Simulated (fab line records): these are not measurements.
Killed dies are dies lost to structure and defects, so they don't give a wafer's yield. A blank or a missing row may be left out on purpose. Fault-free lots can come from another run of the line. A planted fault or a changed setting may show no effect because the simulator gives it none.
The tool behind it: which one? -- flow gf180mcu -- Sampling: 12 lots, 36 wafers, 5 of 602 route steps

WHAT THE GAUGES SHOWED, per wafer
GF_M1_RS_MEAS_05: measurement is done with a four-point probe.
lot,measured,on,M1_ALCU_RS (ohm/sq)
L854,day 16 04:05,film-metro-03,0.0701 0.0707 0.0708
L856,day 16 22:58,film-metro-03,0.0701 0.0710 0.0708
L857,day 17 06:37,film-metro-02,0.0710 0.0703 0.0708
L858,day 18 01:40,film-metro-02,0.0692 0.0696 0.0700
L861,day 18 22:47,film-metro-02,0.0696 0.0694 0.0697
L864,day 20 01:20,film-metro-03,0.0690 0.0702 0.0696
L866,day 20 16:47,film-metro-03,0.0697 0.0698 0.0691
L871,day 22 10:49,film-metro-01,0.0698 0.0685 0.0698
L874,day 23 11:28,film-metro-01,0.0704 0.0701 0.0701
L875,day 23 15:31,film-metro-03,0.0700 0.0699 0.0691
L876,day 23 23:23,film-metro-01,0.0685 0.0692 0.0688
L877,day 24 18:10,film-metro-01,0.0691 0.0690 0.0693

EACH LOT AND THE TOOL THAT RAN IT (in order: tool; ch and the chambers of the sampled wafers; start)
lot,GF_PSD_COAT_02,GF_PSD_STRIP_10,GF_CONTACT_ETCH_17,GF_CONTACT_CMP_27
L854,"litho-track-02 ch 0, day 13 19:37","plasma-asher-04 ch 0,1, day 14 06:17","rie-diel-03 ch 0,3, day 16 03:36 or earlier","cmp-01 ch 2,3, day 16 03:36"
L856,"litho-track-01 ch 0, day 14 12:04","plasma-asher-02 ch 0,1, day 14 23:31","rie-diel-02 ch 0,2,3, day 16 22:32 or earlier","cmp-01 ch 0,1,2, day 16 22:32"
L857,"litho-track-04 ch 0, day 14 19:31","plasma-asher-04 ch 0,1, day 15 06:32","rie-diel-02 ch 0,3, day 17 06:05 or earlier","cmp-02 ch 0,2,3, day 17 06:05"
L858,"litho-track-02 ch 0, day 15 15:08","plasma-asher-02 ch 0,1, day 16 02:02","rie-diel-03 ch 1,2, day 18 01:08 or earlier","cmp-01 ch 0,2,3, day 18 01:08"
L861,"litho-track-01 ch 0, day 16 09:25","plasma-asher-02 ch 0, day 16 21:11","rie-diel-04 ch 0,1,2, day 18 22:17 or earlier","cmp-01 ch 1,2,3, day 18 22:17"
L864,"litho-track-02 ch 0, day 17 10:07","plasma-asher-02 ch 0,1, day 17 22:05","rie-diel-03 ch 0,3, day 20 00:50 or earlier","cmp-02 ch 1,2, day 20 00:50"
L866,"litho-track-02 ch 0, day 17 23:41","plasma-asher-04 ch 0,1, day 18 12:23","rie-diel-04 ch 1,2,3, day 20 16:22 or earlier","cmp-01 ch 0,2,3, day 20 16:22"
L871,"litho-track-01 ch 0, day 19 18:34","plasma-asher-01 ch 0,1, day 20 07:35","rie-diel-04 ch 0,1,3, day 22 10:14 or earlier","cmp-01 ch 0,1,2, day 22 10:14"
L874,"litho-track-02 ch 0, day 20 20:50","plasma-asher-02 ch 0,1, day 21 09:08","rie-diel-02 ch 0,1,3, day 23 10:56 or earlier","cmp-02 ch 0,1,3, day 23 10:56"
L875,"litho-track-04 ch 0, day 21 01:37","plasma-asher-01 ch 0,1, day 21 14:08","rie-diel-03 ch 0,1,2, day 23 15:02 or earlier","cmp-02 ch 0,2, day 23 15:02"
L876,"litho-track-02 ch 0, day 21 10:10","plasma-asher-01 ch 0,1, day 21 22:29","rie-diel-04 ch 1,2, day 23 22:52 or earlier","cmp-01 ch 0,3, day 23 22:52"
L877,"litho-track-02 ch 0, day 22 06:20","plasma-asher-04 ch 0,1, day 22 18:55","rie-diel-04 ch 1,2, day 24 17:37 or earlier","cmp-01 ch 2,3, day 24 17:37"
- GF_PSD_COAT_02: resist thk 1000 nm.
- GF_PSD_STRIP_10: strips in O2/N2.
- GF_CONTACT_ETCH_17: etches SiO2 in C4F8/O2/Ar, stops on CoSi2, target depth 860 nm.
- GF_CONTACT_CMP_27: polishes, stops on SiO2, t overpolish 15 s, target thk 0 nm.

WHAT THE TOOLS THEMSELVES READ (means of the sampled wafers that have a number; where no wafer has one, the mark that the record gives instead)
GF_PSD_COAT_02.
lot,tool,spin-speed-rpm (rpm)
L854,litho-track-02,3000.0
L856,litho-track-01,3001.9
L857,litho-track-04,2998.5
L858,litho-track-02,3000.6
L861,litho-track-01,3000.8
L864,litho-track-02,2870.4
L866,litho-track-02,2871.5
L871,litho-track-01,2999.6
L874,litho-track-02,2999.9
L875,litho-track-04,2999.1
L876,litho-track-02,2997.1
L877,litho-track-02,2997.6

GF_PSD_STRIP_10.
lot,tool,drypump-motor-current-A (A),heater-power-w (W),n2-flow-sccm (sccm),oes-product-au (a.u.),strip-time-to-endpoint-s (s)
L854,plasma-asher-04,5.6,345,300.7,0.592,16.53
L856,plasma-asher-02,5.9,341,299.3,0.597,16.58
L857,plasma-asher-04,5.8,349,300.2,0.592,16.56
L858,plasma-asher-02,5.6,360,298.4,0.591,16.55
L861,plasma-asher-02,6.1,323,299.8,0.594,16.54
L864,plasma-asher-02,5.9,339,301.0,0.590,16.78
L866,plasma-asher-04,5.8,356,299.9,0.595,16.81
L871,plasma-asher-01,6.0,337,299.9,0.591,16.48
L874,plasma-asher-02,5.6,365,300.4,0.593,16.56
L875,plasma-asher-01,6.0,331,300.5,0.592,16.47
L876,plasma-asher-01,6.0,327,299.3,0.590,16.56
L877,plasma-asher-04,5.9,348,300.4,0.595,16.53

GF_CONTACT_ETCH_17.
lot,tool,oes-product-au (a.u.)
L854,rie-diel-03,0.814
L856,rie-diel-02,0.813
L857,rie-diel-02,0.815
L858,rie-diel-03,0.816
L861,rie-diel-04,0.808
L864,rie-diel-03,0.808
L866,rie-diel-04,0.809
L871,rie-diel-04,0.817
L874,rie-diel-02,0.809
L875,rie-diel-03,0.811
L876,rie-diel-04,0.806
L877,rie-diel-04,0.818

GF_CONTACT_CMP_27.
lot,tool,motor-current-A (A),overpolish-run-s (s),time-to-endpoint-s (s)
L854,cmp-01,12.0,14.996,76.7
L856,cmp-01,10.8,14.994,75.5
L857,cmp-02,10.6,15.005,72.4
L858,cmp-01,11.4,14.999,78.5
L861,cmp-01,12.3,14.992,71.3
L864,cmp-02,11.9,15.008,74.2
L866,cmp-01,11.2,14.997,74.6
L871,cmp-01,11.0,14.999,72.3
L874,cmp-02,11.1,15.002,74.0
L875,cmp-02,11.3,14.993,69.3
L876,cmp-01,12.2,14.998,71.3
L877,cmp-01,11.6,14.996,74.5

THE ANSWER, worked out from the rows above alone
Rule: what is usual is taken from the lots themselves. Put in order of their means at a reading, lots are off if they are a third of the lots or fewer, leave a main group of 4 or more, and stand apart from it by a gap of 3 or more times the standard deviation of the main group's means; of several such gaps the widest counts. The tables above print the reading to a certain number of digits; a main group whose means all agree to those digits is not used. A lot without any number at a reading at which 4 lots or more have one is off too. All remaining lots with rows at the step are treated as sound. After the gauges, taken in route order, come the tools' own readings; for these a lot's mean is taken, as printed above. The first step at which some lot is off is used, and at that step the reading that is off furthest; a lot without a number counts as furthest.
Off: L864, L866, at GF_PSD_COAT_02 (spin-speed-rpm). Mean 2999.5 rpm and standard deviation 1.4 in the main group.
If a tool, at that step or one of the process steps before it, ran each lot that is off and ran no sound lot following the first of them, it fits. Not one of the candidates tried fits.

WHAT HAD BEEN PUT IN BY THE SIMULATOR
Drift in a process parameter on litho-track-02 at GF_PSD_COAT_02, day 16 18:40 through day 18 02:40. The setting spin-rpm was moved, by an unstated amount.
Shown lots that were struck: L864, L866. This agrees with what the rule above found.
